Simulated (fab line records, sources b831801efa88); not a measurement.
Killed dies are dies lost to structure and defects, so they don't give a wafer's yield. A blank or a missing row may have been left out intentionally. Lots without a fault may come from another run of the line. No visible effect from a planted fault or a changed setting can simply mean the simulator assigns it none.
Which tool did it? | flow sfq_line | 41 wafers from 14 lots sampled at 5 of the route's 325 steps

WHAT THE GAUGES READ, wafer by wafer
No reading from a measuring or inspecting step in the record can be judged against a usual standard deviation.

TOOL THAT RAN EACH LOT (tool first, then ch and the chambers of the sampled wafers, then the start)
lot  | SFQ_TRILAYER_I2_VIA_BARC_OPEN_VIA_ETCH_096 | SFQ_TRILAYER_I3_DEP_PECVD_081   | SFQ_TRILAYER_I3_CMP_CMP_082   | SFQ_TRILAYER_M4_STRIP_STRIP_097   | SFQ_TRILAYER_I4_DEP_PECVD_099
L464 | rie_diel-01 ch 0,1,2, day 37 19:26         | pecvd-03 ch 0,2, day 42 04:06   | cmp-01 ch 1,2,3, day 44 16:08 | rie_metal-04 ch 0,1, day 53 21:50 | pecvd-04 ch 0,2, day 53 22:38
L465 | rie_diel-04 ch 1,2, day 37 21:50           | pecvd-02 ch 0,2, day 42 08:28   | cmp-02 ch 0,1,2, day 44 21:26 | rie_metal-03 ch 0,1, day 54 06:05 | pecvd-04 ch 0,2, day 54 06:39
L466 | rie_diel-02 ch 0,2,3, day 37 23:02         | pecvd-04 ch 0,1,2, day 42 08:53 | cmp-01 ch 1,2, day 44 22:08   | rie_metal-04 ch 0,1, day 54 07:05 | pecvd-01 ch 0,2, day 54 07:51
L467 | rie_diel-01 ch 0,1,2, day 38 01:26         | pecvd-02 ch 0,1,2, day 42 12:29 | cmp-02 ch 1,2,3, day 44 23:26 | rie_metal-03 ch 0,1, day 54 09:29 | pecvd-02 ch 0,1,2, day 54 10:15
L468 | rie_diel-04 ch 0,1, day 38 03:50           | pecvd-04 ch 0,1,2, day 42 14:53 | cmp-01 ch 0,1, day 45 01:38   | rie_metal-04 ch 0,1, day 54 12:05 | pecvd-01 ch 1,2, day 54 12:39
L471 | rie_diel-04 ch 1,3, day 38 11:02           | pecvd-04 ch 0,2, day 42 22:28   | cmp-02 ch 0,1,2, day 45 05:56 | rie_metal-03 ch 0,1, day 54 22:14 | pecvd-01 ch 0,2, day 54 23:01
L473 | rie_diel-01 ch 0,1,3, day 38 15:50         | pecvd-02 ch 0,1,2, day 43 03:16 | cmp-01 ch 0,1, day 45 10:38   | rie_metal-04 ch 0,1, day 55 07:50 | pecvd-02 ch 0,1,2, day 55 08:36
L474 | rie_diel-02 ch 2,3, day 38 18:37           | pecvd-04 ch 0,2, day 43 06:35   | cmp-01 ch 1,2, day 45 13:38   | rie_metal-03 ch 0, day 55 10:49   | pecvd-01 ch 0,1, day 55 11:48
L476 | rie_diel-04 ch 0,1,2, day 38 21:01         | pecvd-02 ch 0,2, day 43 09:46   | cmp-01 ch 0,1, day 45 16:08   | rie_metal-04 ch 0,1, day 55 15:02 | pecvd-02 ch 0,1,2, day 55 15:48
L477 | rie_diel-02 ch 2,3, day 38 23:25           | pecvd-04 ch 1,2, day 43 11:24   | cmp-02 ch 0,1,3, day 45 19:04 | rie_metal-02 ch 0,1, day 55 16:14 | pecvd-01 ch 0,1,2, day 55 17:00
L479 | rie_diel-04 ch 0,1, day 39 05:25           | pecvd-02 ch 0,2, day 43 13:48   | cmp-02 ch 1,2, day 45 22:04   | rie_metal-04 ch 0,1, day 55 21:02 | pecvd-04 ch 0,1, day 55 21:48
L481 | rie_diel-01 ch 1,3, day 39 07:49           | pecvd-03 ch 0,1,2, day 43 17:24 | cmp-02 ch 0,2,3, day 46 01:04 | rie_metal-02 ch 0,1, day 56 00:38 | pecvd-04 ch 0,1, day 56 01:25
L484 | rie_diel-01 ch 0,1, day 39 15:37           | pecvd-03 ch 0,1,2, day 43 22:12 | cmp-01 ch 0,1,2, day 46 04:08 | rie_metal-03 ch 0,1, day 56 06:38 | pecvd-01 ch 0,1, day 56 07:25
L485 | rie_diel-04 ch 0,1,3, day 44 15:01         | pecvd-03 ch 0,1,2, day 45 02:47 | cmp-02 ch 0,1,3, day 47 02:34 | rie_metal-04 ch 0,1, day 57 03:02 | pecvd-02 ch 0,1,2, day 57 03:48
- SFQ_TRILAYER_I2_VIA_BARC_OPEN_VIA_ETCH_096: etches BARC in O2, target depth 125 nm, time 41.7 s.
- SFQ_TRILAYER_I3_DEP_PECVD_081: deposits SiO2 from SiH4/N2O, time 111.11 s, target thk 500 nm.
- SFQ_TRILAYER_I3_CMP_CMP_082: polishes SiO2.
- SFQ_TRILAYER_M4_STRIP_STRIP_097: strips in O2.
- SFQ_TRILAYER_I4_DEP_PECVD_099: deposits SiO2 from SiH4/N2O, time 111.11 s, target thk 500 nm.

WHAT THE TOOLS THEMSELVES READ (means of the sampled wafers that have a number; where no wafer has one, the mark that the record gives instead)
SFQ_TRILAYER_I2_VIA_BARC_OPEN_VIA_ETCH_096. Usual: drypump_motor_current_A 5.6 A, standard deviation 0.47; oes_product_au 0.685 a.u., standard deviation 0.0045.
lot  | tool        | drypump_motor_current_A (A) | oes_product_au (a.u.) | flag
L464 | rie_diel-01 | 5.6                         | 0.682                 |
L465 | rie_diel-04 | 5.3                         | 0.685                 |
L466 | rie_diel-02 | 5.6                         | 0.691                 |
L467 | rie_diel-01 | 5.6                         | 0.677                 |
L468 | rie_diel-04 | 5.9                         | 0.686                 |
L471 | rie_diel-04 | 5.2                         | 0.685                 |
L473 | rie_diel-01 | 5.5                         | 0.681                 |
L474 | rie_diel-02 | 5.5                         | 0.688                 |
L476 | rie_diel-04 | 5.6                         | 0.685                 |
L477 | rie_diel-02 | 5.7                         | 0.683                 |
L479 | rie_diel-04 | 6.3                         | 0.686                 |
L481 | rie_diel-01 | 5.4                         | 0.688                 |
L484 | rie_diel-01 | 5.3                         | 0.688                 |
L485 | rie_diel-04 | 5.7                         | 0.683                 |

SFQ_TRILAYER_I3_DEP_PECVD_081. Usual: heater_power_w 76 W, standard deviation 18; rf_fwd_power_W 182.3 W, standard deviation 0.58; showerhead_vpp_V 841 V, standard deviation 26; throttle_valve_pct 24.5 %, standard deviation 1.
lot  | tool     | heater_power_w (W) | rf_fwd_power_W (W) | showerhead_vpp_V (V) | throttle_valve_pct (%) | flag
L464 | pecvd-03 | 64                 | 182.8              | 851                  | 23.1                   |
L465 | pecvd-02 | 60                 | 182.6              | 855                  | 25.3                   |
L466 | pecvd-04 | 78                 | 182.4              | 846                  | 24.7                   |
L467 | pecvd-02 | 78                 | 181.9              | 847                  | 25.5                   |
L468 | pecvd-04 | 83                 | 182.3              | 845                  | 24.6                   |
L471 | pecvd-04 | 78                 | 182.6              | 836                  | 24.8                   |
L473 | pecvd-02 | 72                 | 182.0              | 852                  | 25.5                   |
L474 | pecvd-04 | 46                 | 255.0              | 1008                 | 24.9                   | OFF
L476 | pecvd-02 | 62                 | 182.3              | 861                  | 25.6                   |
L477 | pecvd-04 | 50                 | 255.2              | 1012                 | 24.8                   | OFF
L479 | pecvd-02 | 64                 | 182.9              | 866                  | 25.5                   |
L481 | pecvd-03 | 79                 | 182.4              | 833                  | 23.1                   |
L484 | pecvd-03 | 73                 | 182.7              | 838                  | 23.1                   |
L485 | pecvd-03 | 77                 | 182.2              | 838                  | 23.4                   |

SFQ_TRILAYER_I3_CMP_CMP_082. Usual: motor_current_A 10.1 A, standard deviation 1; platen_rpm 60.00 rpm, standard deviation 0.04; time_to_endpoint_s 213 s, standard deviation 8.5.
lot  | tool   | motor_current_A (A) | platen_rpm (rpm) | time_to_endpoint_s (s) | flag
L464 | cmp-01 | 10.0                | 60.02            | 207                    |
L465 | cmp-02 | 9.4                 | 59.97            | 220                    |
L466 | cmp-01 | 10.4                | 60.06            | 217                    |
L467 | cmp-02 | 9.6                 | 60.01            | 217                    |
L468 | cmp-01 | 10.3                | 59.98            | 211                    |
L471 | cmp-02 | 8.9                 | 60.05            | 213                    |
L473 | cmp-01 | 10.9                | 60.00            | 231                    |
L474 | cmp-01 | 10.3                | 60.02            | 245                    | OFF
L476 | cmp-01 | 11.1                | 59.98            | 222                    |
L477 | cmp-02 | 10.0                | 60.00            | 250                    | OFF
L479 | cmp-02 | 8.8                 | 59.99            | 220                    |
L481 | cmp-02 | 10.4                | 59.97            | 218                    |
L484 | cmp-01 | 10.4                | 60.02            | 209                    |
L485 | cmp-02 | 10.1                | 60.06            | 215                    |

SFQ_TRILAYER_M4_STRIP_STRIP_097. Usual: drypump_motor_current_A 5.8 A, standard deviation 0.41; oes_product_au 1.004 a.u., standard deviation 0.0067.
lot  | tool         | drypump_motor_current_A (A) | oes_product_au (a.u.) | flag
L464 | rie_metal-04 | 6.1                         | 0.993                 |
L465 | rie_metal-03 | 5.3                         | 1.002                 |
L466 | rie_metal-04 | 6.1                         | 1.002                 |
L467 | rie_metal-03 | 5.3                         | 1.001                 |
L468 | rie_metal-04 | 6.2                         | 1.005                 |
L471 | rie_metal-03 | 5.3                         | 1.007                 |
L473 | rie_metal-04 | 6.2                         | 1.000                 |
L474 | rie_metal-03 | 5.4                         | 1.007                 |
L476 | rie_metal-04 | 6.2                         | 1.001                 |
L477 | rie_metal-02 | 6.0                         | 1.002                 |
L479 | rie_metal-04 | 6.1                         | 1.009                 |
L481 | rie_metal-02 | 5.9                         | 0.994                 |
L484 | rie_metal-03 | 5.4                         | 0.998                 |
L485 | rie_metal-04 | 6.1                         | 1.009                 |

SFQ_TRILAYER_I4_DEP_PECVD_099. Usual: heater_power_w 78 W, standard deviation 12; rf_fwd_power_W 182.3 W, standard deviation 0.53; showerhead_vpp_V 845 V, standard deviation 23; throttle_valve_pct 25.2 %, standard deviation 0.86.
lot  | tool     | heater_power_w (W) | rf_fwd_power_W (W) | showerhead_vpp_V (V) | throttle_valve_pct (%) | flag
L464 | pecvd-04 | 72                 | 181.9              | 859                  | 25.4                   |
L465 | pecvd-04 | 76                 | 182.5              | 853                  | 25.3                   |
L466 | pecvd-01 | 76                 | 182.4              | 863                  | 25.6                   |
L467 | pecvd-02 | 74                 | 182.2              | 846                  | 25.5                   |
L468 | pecvd-01 | 86                 | 182.5              | 860                  | 24.6                   |
L471 | pecvd-01 | 78                 | 182.3              | 853                  | 26.0                   |
L473 | pecvd-02 | 71                 | 182.5              | 846                  | 25.4                   |
L474 | pecvd-01 | 76                 | 182.1              | 851                  | 25.1                   |
L476 | pecvd-02 | 70                 | 182.3              | 848                  | 25.5                   |
L477 | pecvd-01 | 75                 | 182.8              | 849                  | 25.2                   |
L479 | pecvd-04 | 87                 | 183.0              | 824                  | 25.3                   |
L481 | pecvd-04 | 89                 | 181.7              | 819                  | 25.3                   |
L484 | pecvd-01 | 75                 | 182.1              | 840                  | 24.5                   |
L485 | pecvd-02 | 81                 | 182.5              | 848                  | 23.4                   |

THE ANSWER, worked out from the rows above alone
Rule: take the mean of a lot's wafers that have a number; if it is more than 3 standard deviations from the usual mean, the lot is off. Also off: a lot with no number at a reading for which 4 or more lots have one. All remaining lots with rows at the step are treated as sound. After the gauges, taken in route order, come the tools' own readings; for these a lot's mean is taken, as printed above. The first step at which some lot is off is used, and at that step the reading that is off furthest; a lot without a number counts as furthest.
Off: L474, L477 (SFQ_TRILAYER_I3_DEP_PECVD_081, rf_fwd_power_W).
If a tool, at that step or one of the process steps before it, ran each lot that is off and ran no sound lot following the first of them, it fits. Can't be told from this: 2 tools fit, rie_diel-02 at SFQ_TRILAYER_I2_VIA_BARC_OPEN_VIA_ETCH_096, pecvd-04 at SFQ_TRILAYER_I3_DEP_PECVD_081.

WHAT THE SIMULATOR PUT IN
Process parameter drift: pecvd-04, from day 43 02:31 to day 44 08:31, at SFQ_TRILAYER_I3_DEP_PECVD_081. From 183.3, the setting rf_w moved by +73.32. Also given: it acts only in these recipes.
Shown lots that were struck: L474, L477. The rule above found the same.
